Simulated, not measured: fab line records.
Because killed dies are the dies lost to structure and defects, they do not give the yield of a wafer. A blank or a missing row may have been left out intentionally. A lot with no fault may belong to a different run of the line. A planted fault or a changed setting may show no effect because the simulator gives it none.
fab line records	flow sfq_line
record lots=14	wafers=42	last_day=83
route steps=325 shown L0@3 I0@56 M1@70 I3@136
lots with no fault: from the same line, run without faults
start_h: hours from the record's first day to the start of the lot's first wafer shown	wait_h: how many hours have passed since the lot's step before this one	" identical to the entry in the row above	L1.1+2: a single row standing in for several wafers	- either no value or no given start	* or withheld: withheld	< > ~ a bound
route shown NAME@n: NAME is a module with steps in the file, n the number in the route of the first one	usual: average and standard deviation across the fault-free wafers	same: alike in all rows	chamber/n: place in a boat	sites: each site's reading	_std_site: standard deviation of those values	_edge_site: inner sites' mean taken away from outer sites' mean	radius_mm: how far each site lies from the wafer's centre	mask NAME#n: copy n	behind: tool/chamber where the wafer was last shaped	hold: what put the lot on hold/how long, in hours/how the hold closed	device: the transistor (n, p or np) that didn't switch	end of line: tests of these same wafers at the route's end	a step given without rows: its recipe and nothing more	killed: not the wafer's yield, but the dies lost to structure and defects at the first sort	map: dies across one wafer; x = killed, . = not, _ = none there
set.NAME: the run value of the setting; set.NAME@STEP: its run value at that earlier step	model.NAME: the simulator's own value behind a step, which no gauge read
a sample of lots followed through the steps of the route, with each step as a table and each wafer as a row
services: from which hour (start_h, from the record's first day; less than 0 if before it) a tool's chamber was out of use, for how many hours, and why
## steps
# step SFQ_TRILAYER_L0_DEP_SPUTTER_003
# recipe material=MoNx_KI	base_pressure_pa=1.33e-06	target_thk_nm=40	power_w=800	time_s=100	chamber_pressure_pa=0.4
# usual cathode_dc_power_W=800.02/0.14	throttle_valve_pct=29.9/1.1
# same time_s=100
lot.wafer	tool	chamber	start_h	wait_h	cathode_dc_power_W	throttle_valve_pct
L426.1	pvd_sputter-05	-	22.49	0.0	799.98	31.2
L426.3	"	-	"	"	799.93	29.0
L426.4	"	-	"	"	800.02	30.0
L427.3	pvd_sputter-03	-	27.49	0.0	800.19	30.9
L427.4	"	-	"	"	799.83	31.4
L427.5	"	-	"	"	800.13	30.3
L428.4	pvd_sputter-06	-	32.49	0.0	799.96	28.6
L428.5	"	-	"	"	800.07	29.0
L428.6	"	-	"	"	800.20	28.3
L430.3	pvd_sputter-06	-	42.49	0.0	799.92	27.8
L430.4	"	-	"	"	800.03	29.1
L430.6	"	-	"	"	800.10	28.3
L433.1	pvd_sputter-03	-	57.49	0.0	799.82	30.6
L433.3	"	-	"	"	799.91	28.9
L433.6	"	-	"	"	800.16	29.0
L434.2	pvd_sputter-03	-	62.49	0.0	800.18	30.7
L434.4	"	-	"	"	799.85	31.3
L434.6	"	-	"	"	799.91	30.6
L436.3	pvd_sputter-03	-	72.49	0.0	800.18	30.5
L436.5	"	-	"	"	800.01	30.5
L436.6	"	-	"	"	800.06	28.9
L437.2	pvd_sputter-05	-	77.49	0.0	800.11	30.1
L437.3	"	-	"	"	800.08	31.6
L437.4	"	-	"	"	800.04	29.0
L440.1	pvd_sputter-03	-	92.49	0.0	800.08	31.4
L440.3	"	-	"	"	800.17	30.6
L440.5	"	-	"	"	799.82	28.7
L442.2	pvd_sputter-03	-	102.49	0.0	845.34	30.2
L442.3	"	-	"	"	845.62	31.3
L442.4	"	-	"	"	845.39	30.8
L444.1	pvd_sputter-03	-	112.49	0.0	845.43	30.2
L444.2	"	-	"	"	845.66	30.8
L444.4	"	-	"	"	845.81	30.1
L445.2	pvd_sputter-05	-	117.49	0.0	799.86	31.3
L445.3	"	-	"	"	799.88	30.0
L445.6	"	-	"	"	800.05	30.2
L446.1	pvd_sputter-05	-	122.49	0.0	800.04	30.0
L446.3	"	-	"	"	800.12	29.1
L446.5	"	-	"	"	799.97	30.3
L447.1	pvd_sputter-06	-	127.49	0.0	800.02	28.4
L447.3	"	-	"	"	800.16	30.8
L447.4	"	-	"	"	799.94	27.9
# step SFQ_L0_RS_MEAS_901
# recipe thk_meas_gauge=four-point-probe	reads=MoNx_KI_of_TRILAYER_L0_DEP_SPUTTER_003
# usual L0_MONX_KI_RS=43.4/0.52
lot.wafer	tool	chamber	start_h	wait_h	L0_MONX_KI_RS[ohm/sq]
L426.1	film_metro-04	-	22.56	0.0	43.3
L426.3	"	-	"	"	42.9
L426.4	"	-	"	"	42.7
L427.3	film_metro-04	-	27.60	0.1	42.3
L427.4	"	-	"	"	42.8
L427.5	"	-	"	"	42.6
L428.4	film_metro-04	-	32.62	0.1	43.7
L428.5	"	-	"	"	43.3
L428.6	"	-	"	"	43.5
L430.3	film_metro-03	-	42.60	0.1	44.3
L430.4	"	-	"	"	43.1
L430.6	"	-	"	"	43.7
L433.1	film_metro-01	-	57.56	0.0	44.1
L433.3	"	-	"	"	43.7
L433.6	"	-	"	"	43.6
L434.2	film_metro-03	-	62.58	0.1	43.3
L434.4	"	-	"	"	43.6
L434.6	"	-	"	"	43.2
L436.3	film_metro-03	-	72.60	0.1	42.9
L436.5	"	-	"	"	43.1
L436.6	"	-	"	"	43.2
L437.2	film_metro-03	-	77.58	0.1	42.7
L437.3	"	-	"	"	42.9
L437.4	"	-	"	"	42.6
L440.1	film_metro-04	-	92.56	0.0	43.1
L440.3	"	-	"	"	42.8
L440.5	"	-	"	"	43.0
L442.2	film_metro-04	-	102.58	0.1	41.3
L442.3	"	-	"	"	41.3
L442.4	"	-	"	"	41.0
L444.1	film_metro-03	-	112.56	0.0	41.6
L444.2	"	-	"	"	41.1
L444.4	"	-	"	"	41.8
L445.2	film_metro-01	-	117.58	0.1	42.6
L445.3	"	-	"	"	42.7
L445.6	"	-	"	"	42.7
L446.1	film_metro-04	-	122.56	0.0	42.8
L446.3	"	-	"	"	42.8
L446.5	"	-	"	"	43.2
L447.1	film_metro-04	-	127.56	0.0	43.0
L447.3	"	-	"	"	43.6
L447.4	"	-	"	"	44.0
# step SFQ_L0_THK_MEAS_902
# recipe thk_meas_gauge=xrf	reads=MoNx_KI_of_TRILAYER_L0_DEP_SPUTTER_003
# usual L0_MONX_KI_THK=40.0/0.5
lot.wafer	tool	chamber	start_h	wait_h	L0_MONX_KI_THK[nm]
L426.1	film_metro-04	-	22.68	0.1	40.3
L426.3	"	-	"	"	40.4
L426.4	"	-	"	"	40.5
L427.3	film_metro-04	-	27.70	0.1	40.7
L427.4	"	-	"	"	40.3
L427.5	"	-	"	"	40.5
L428.4	film_metro-04	-	32.71	0.1	39.5
L428.5	"	-	"	"	39.8
L428.6	"	-	"	"	39.6
L430.3	film_metro-03	-	42.70	0.1	39.0
L430.4	"	-	"	"	40.3
L430.6	"	-	"	"	39.7
L433.1	film_metro-01	-	57.68	0.1	39.4
L433.3	"	-	"	"	39.7
L433.6	"	-	"	"	39.8
L434.2	film_metro-03	-	62.69	0.1	40.1
L434.4	"	-	"	"	39.6
L434.6	"	-	"	"	40.0
L436.3	film_metro-03	-	72.70	0.1	40.3
L436.5	"	-	"	"	40.0
L436.6	"	-	"	"	40.0
L437.2	film_metro-03	-	77.69	0.1	40.7
L437.3	"	-	"	"	40.6
L437.4	"	-	"	"	40.7
L440.1	film_metro-04	-	92.68	0.1	40.2
L440.3	"	-	"	"	40.5
L440.5	"	-	"	"	40.3
L442.2	film_metro-04	-	102.69	0.1	42.1
L442.3	"	-	"	"	42.2
L442.4	"	-	"	"	42.6
L444.1	film_metro-03	-	112.68	0.1	41.7
L444.2	"	-	"	"	41.9
L444.4	"	-	"	"	41.3
L445.2	film_metro-01	-	117.69	0.1	40.9
L445.3	"	-	"	"	41.1
L445.6	"	-	"	"	41.0
L446.1	film_metro-04	-	122.68	0.1	40.3
L446.3	"	-	"	"	40.5
L446.5	"	-	"	"	40.1
L447.1	film_metro-04	-	127.68	0.1	40.3
L447.3	"	-	"	"	39.7
L447.4	"	-	"	"	39.4
# step SFQ_TRILAYER_L0_ETCH_METAL_ETCH_008
# recipe target=MoNx_KI	stop_on=SiO2	mask_material=PR	chemistry=SF6/O2	target_depth_nm=50	icp_w=600	bias_w=80	pressure_mtorr=10	time_s=25
# usual drypump_motor_current_A=5.8/0.56	oes_product_au=0.875/0.0075
# same time_s=25
lot.wafer	tool	chamber	start_h	wait_h	drypump_motor_current_A	oes_product_au	rf_hours_counter_h
L426.1	rie_metal-01	1	91.27	0.0	6.0	0.877	132
L426.3	"	1	"	"	6.0	0.881	-
L426.4	"	0	"	"	5.9	0.888	-
L427.3	rie_metal-02	1	97.29	0.0	6.0	0.882	-
L427.4	"	0	"	"	4.8	0.882	-
L427.5	"	0	"	"	4.8	0.887	-
L428.4	rie_metal-03	1	103.38	0.1	6.5	0.859	-
L428.5	"	1	"	"	6.5	0.881	-
L428.6	"	1	"	"	6.4	0.868	-
L430.3	rie_metal-01	1	117.06	0.0	6.0	0.861	-
L430.4	"	0	"	"	5.9	0.881	-
L430.6	"	1	"	"	6.1	0.868	-
L433.1	rie_metal-03	1	127.90	0.1	6.5	0.865	172
L433.3	"	1	"	"	6.5	0.872	-
L433.6	"	1	"	"	6.5	0.869	-
L434.2	rie_metal-02	1	135.04	0.0	6.0	0.880	87
L434.4	"	1	"	"	6.0	0.872	-
L434.6	"	1	"	"	6.0	0.880	-
L436.3	rie_metal-03	1	146.98	0.1	6.5	0.886	-
L436.5	"	1	"	"	6.5	0.880	-
L436.6	"	1	"	"	6.5	0.877	-
L437.2	rie_metal-02	1	153.06	0.0	6.0	0.887	90
L437.3	"	0	"	"	4.9	0.884	-
L437.4	"	1	"	"	6.0	0.877	-
L440.1	rie_metal-02	1	169.64	0.0	6.0	0.882	92
L440.3	"	1	"	"	6.0	0.884	-
L440.5	"	0	"	"	4.8	0.879	-
L442.2	rie_metal-01	0	181.77	0.0	5.9	0.903	95
L442.3	"	0	"	"	5.9	0.905	-
L442.4	"	1	"	"	6.1	0.899	-
L444.1	rie_metal-02	1	194.86	0.0	6.0	0.894	97
L444.2	"	0	"	"	4.8	0.904	173
L444.4	"	1	"	"	6.0	0.893	-
L445.2	rie_metal-01	1	202.17	0.0	6.1	0.881	152
L445.3	"	1	"	"	6.1	0.888	-
L445.6	"	1	"	"	6.1	0.882	-
L446.1	rie_metal-02	0	212.29	0.1	4.8	0.879	177
L446.3	"	0	"	"	4.9	0.875	-
L446.5	"	0	"	"	4.8	0.877	-
L447.1	rie_metal-03	1	215.89	0.1	6.4	0.873	203
L447.3	"	1	"	"	6.4	0.870	-
L447.4	"	1	"	"	6.4	0.873	-
# step SFQ_TRILAYER_I0_VIA_STRIP_STRIP_035
# recipe gas=O2	power_w=200	platen_temp_c=40	overash_fraction=0.65	chemistry=O2	pressure_mtorr=50
# usual drypump_motor_current_A=5.7/0.49	oes_product_au=1.002/0.0076
lot.wafer	tool	chamber	start_h	wait_h	drypump_motor_current_A	oes_product_au	rf_hours_counter_h
L426.1	rie_metal-01	0	368.07	-	5.8	1.011	127
L426.3	"	0	"	"	5.9	1.006	-
L426.4	"	0	"	"	5.9	1.010	-
L427.3	rie_metal-02	1	377.18	-	6.0	0.995	-
L427.4	"	0	"	"	4.8	1.008	-
L427.5	"	1	"	"	6.0	0.991	-
L428.4	rie_metal-04	1	398.49	-	5.0	1.012	-
L428.5	"	0	"	"	6.2	1.009	-
L428.6	"	1	"	"	5.0	1.013	-
L430.3	rie_metal-01	1	430.89	-	6.1	1.001	-
L430.4	"	0	"	"	5.9	1.004	-
L430.6	"	0	"	"	5.8	1.002	-
L433.1	rie_metal-04	1	457.22	-	5.0	1.000	107
L433.3	"	1	"	"	5.0	1.004	-
L433.6	"	1	"	"	5.0	1.008	-
L434.2	rie_metal-01	1	458.42	-	6.0	1.005	10
L434.4	"	1	"	"	6.0	1.007	-
L434.6	"	0	"	"	5.8	0.999	-
L436.3	rie_metal-01	1	482.54	-	6.0	1.013	-
L436.5	"	1	"	"	6.1	1.009	-
L436.6	"	0	"	"	5.9	1.011	-
L437.2	rie_metal-04	0	491.94	-	6.2	1.002	153
L437.3	"	1	"	"	5.0	1.009	-
L437.4	"	0	"	"	6.3	0.993	-
L440.1	rie_metal-01	0	517.27	-	5.8	0.991	148
L440.3	"	0	"	"	5.9	0.996	-
L440.5	"	1	"	"	6.1	0.985	-
L442.2	rie_metal-01	0	526.87	-	5.9	0.999	150
L442.3	"	1	"	"	6.0	1.008	-
L442.4	"	0	"	"	5.9	0.999	-
L444.1	rie_metal-01	0	541.27	-	5.9	1.005	152
L444.2	"	1	"	"	6.0	1.007	23
L444.4	"	1	"	"	6.1	1.000	-
L445.2	rie_metal-02	0	559.27	-	4.8	1.008	37
L445.3	"	0	"	"	4.8	1.008	-
L445.6	"	0	"	"	4.9	1.017	-
L446.1	rie_metal-02	0	571.27	-	4.8	1.019	39
L446.3	"	0	"	"	4.8	1.004	-
L446.5	"	0	"	"	4.8	1.011	-
L447.1	rie_metal-01	1	576.07	-	6.1	1.003	32
L447.3	"	1	"	"	6.0	1.000	-
L447.4	"	0	"	"	5.9	0.997	-
# step SFQ_TRILAYER_M1_ETCH_METAL_ETCH_042
# recipe target=Nb	stop_on=SiO2	mask_material=PR	chemistry=Cl2/Ar	target_depth_nm=240	icp_w=600	bias_w=80	pressure_mtorr=10	time_s=120
# usual drypump_motor_current_A=5.9/0.5	oes_product_au=0.895/0.0069
# same time_s=120
lot.wafer	tool	chamber	start_h	wait_h	drypump_motor_current_A	oes_product_au	rf_hours_counter_h
L426.1	rie_metal-01	0	372.15	0.1	5.9	0.893	129
L426.3	"	0	"	"	5.9	0.893	-
L426.4	"	0	"	"	5.8	0.905	-
L427.3	rie_metal-03	0	381.17	0.1	6.3	0.895	-
L427.4	"	1	"	"	6.4	0.898	-
L427.5	"	1	"	"	6.4	0.897	-
L428.4	rie_metal-03	1	401.94	0.1	6.4	0.908	-
L428.5	"	1	"	"	6.5	0.892	-
L428.6	"	0	"	"	6.3	0.891	-
L430.3	rie_metal-03	0	434.17	0.1	6.3	0.900	-
L430.4	"	1	"	"	6.5	0.898	-
L430.6	"	1	"	"	6.5	0.898	-
L433.1	rie_metal-03	1	474.92	0.0	6.4	0.903	23
L433.3	"	1	"	"	6.5	0.895	-
L433.6	"	1	"	"	6.4	0.900	-
L434.2	rie_metal-02	0	476.12	0.0	4.8	0.884	22
L434.4	"	0	"	"	4.8	0.889	-
L434.6	"	0	"	"	4.8	0.887	-
L436.3	rie_metal-02	0	615.82	0.1	4.8	0.894	-
L436.5	"	1	"	"	6.0	0.888	-
L436.6	"	0	"	"	4.8	0.889	-
L437.2	rie_metal-03	1	625.50	0.0	6.4	0.895	51
L437.3	"	0	"	"	6.3	0.888	-
L437.4	"	1	"	"	6.4	0.894	-
L440.1	rie_metal-03	1	658.03	0.0	6.4	0.909	54
L440.3	"	1	"	"	6.5	0.901	-
L440.5	"	1	"	"	6.4	0.900	-
L442.2	rie_metal-03	0	666.43	0.0	6.3	0.887	64
L442.3	"	0	"	"	6.3	0.890	-
L442.4	"	1	"	"	6.4	0.899	-
L444.1	rie_metal-01	0	682.03	0.0	5.8	0.899	13
L444.2	"	1	"	"	6.1	0.899	44
L444.4	"	1	"	"	6.1	0.888	-
L445.2	rie_metal-01	1	700.61	0.0	6.1	0.889	47
L445.3	"	0	"	"	5.9	0.890	-
L445.6	"	0	"	"	5.9	0.899	-
L446.1	rie_metal-01	1	710.21	0.0	6.1	0.898	48
L446.3	"	0	"	"	5.9	0.894	-
L446.5	"	0	"	"	5.9	0.901	-
L447.1	rie_metal-01	1	718.61	0.0	6.0	0.890	49
L447.3	"	1	"	"	6.0	0.897	-
L447.4	"	0	"	"	5.9	0.910	-
# step SFQ_TRILAYER_I3_METRO_MEASURE_083
# usual thk_nm=199.4/1.2
lot.wafer	tool	chamber	start_h	wait_h	thk_nm
L426.1	film_metro-01	-	716.71	0.1	198.8
L426.3	"	-	"	"	200.1
L426.4	"	-	"	"	200.0
L427.3	film_metro-03	-	725.27	0.5	199.0
L427.4	"	-	"	"	200.5
L427.5	"	-	"	"	200.6
L428.4	film_metro-04	-	757.51	0.6	200.8
L428.5	"	-	"	"	198.6
L428.6	"	-	"	"	199.1
L430.3	film_metro-04	-	932.71	0.5	200.4
L430.4	"	-	"	"	200.8
L430.6	"	-	"	"	197.1
L433.1	film_metro-01	-	1086.47	0.1	197.9
L433.3	"	-	"	"	197.1
L433.6	"	-	"	"	196.6
L434.2	film_metro-04	-	1087.15	0.3	197.8
L434.4	"	-	"	"	197.2
L434.6	"	-	"	"	199.3
L436.3	film_metro-04	-	1096.35	0.5	198.0
L436.5	"	-	"	"	197.3
L436.6	"	-	"	"	199.7
L437.2	film_metro-03	-	1099.67	0.3	200.9
L437.3	"	-	"	"	201.1
L437.4	"	-	"	"	199.1
L440.1	film_metro-01	-	1128.95	0.1	198.9
L440.3	"	-	"	"	199.5
L440.5	"	-	"	"	197.6
L442.2	film_metro-03	-	1135.67	0.3	199.9
L442.3	"	-	"	"	199.2
L442.4	"	-	"	"	200.6
L444.1	film_metro-01	-	1149.95	0.1	200.6
L444.2	"	-	"	"	200.7
L444.4	"	-	"	"	200.7
L445.2	film_metro-04	-	1162.15	0.3	198.5
L445.3	"	-	"	"	199.7
L445.6	"	-	"	"	198.9
L446.1	film_metro-04	-	1173.95	0.1	199.3
L446.3	"	-	"	"	199.1
L446.5	"	-	"	"	198.1
L447.1	film_metro-01	-	1174.47	0.1	199.3
L447.3	"	-	"	"	200.5
L447.4	"	-	"	"	200.4
## services
tool	chamber	start_h	hours	kind
rie_metal-02	-	47.64	1.4	pm
rie_metal-03	0	102.60	143.8	repair
rie_metal-01	-	112.10	2.8	pm
rie_metal-02	1	211.05	1.7	repair
rie_metal-01	1	216.92	7.1	repair
rie_metal-02	-	227.32	28.1	pm
rie_metal-01	-	235.00	0.5	repair
rie_metal-03	0	273.31	14.8	repair
rie_metal-03	1	282.83	11.1	repair
rie_metal-02	-	359.72	14.6	pm
rie_metal-01	0	390.42	6.4	repair
rie_metal-01	-	392.58	1.4	pm
rie_metal-02	0	406.78	27.8	repair
rie_metal-03	-	524.13	0.1	repair
rie_metal-02	-	532.75	2.2	repair
rie_metal-03	-	571.23	2.8	pm
rie_metal-01	1	577.41	1.2	repair
rie_metal-02	-	586.96	0.6	repair
rie_metal-02	1	717.69	7.4	repair
rie_metal-01	1	745.96	3.2	repair
rie_metal-02	-	775.70	2.8	pm
rie_metal-01	1	784.84	14.5	repair
rie_metal-01	-	1082.09	14.6	pm
rie_metal-01	-	1154.84	28.1	pm
## key
first_sign step=SFQ_TRILAYER_L0_DEP_SPUTTER_003	reading=cathode_dc_power_W	direction=up	sigmas=99+	usual=800.02	struck=845.54
effect step=SFQ_L0_RS_MEAS_901	reading=L0_MONX_KI_RS	direction=down	sigmas=3.9	usual=43.4	struck=41.4
effect step=SFQ_L0_THK_MEAS_902	reading=L0_MONX_KI_THK	direction=up	sigmas=4	usual=40.0	struck=42.0
effect step=SFQ_TRILAYER_L0_ETCH_METAL_ETCH_008	reading=oes_product_au	direction=up	sigmas=3.3	usual=0.875	struck=0.900
met_at SFQ_TRILAYER_L0_DEP_SPUTTER_003
struck_lots L442,L444
not_acting_at SFQ_TRILAYER_I0_VIA_STRIP_STRIP_035,SFQ_TRILAYER_M1_ETCH_METAL_ETCH_042,SFQ_TRILAYER_I3_METRO_MEASURE_083
onset_between 92.49 102.49
fault kind=process_parameter_drift	tool=pvd_sputter-03	chamber=-	onset_h=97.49	steps=SFQ_TRILAYER_L0_DEP_SPUTTER_003	channel=power_w	offset=45.591	shape=step	end_h=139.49	acts_in=these_recipes_only	stated=800
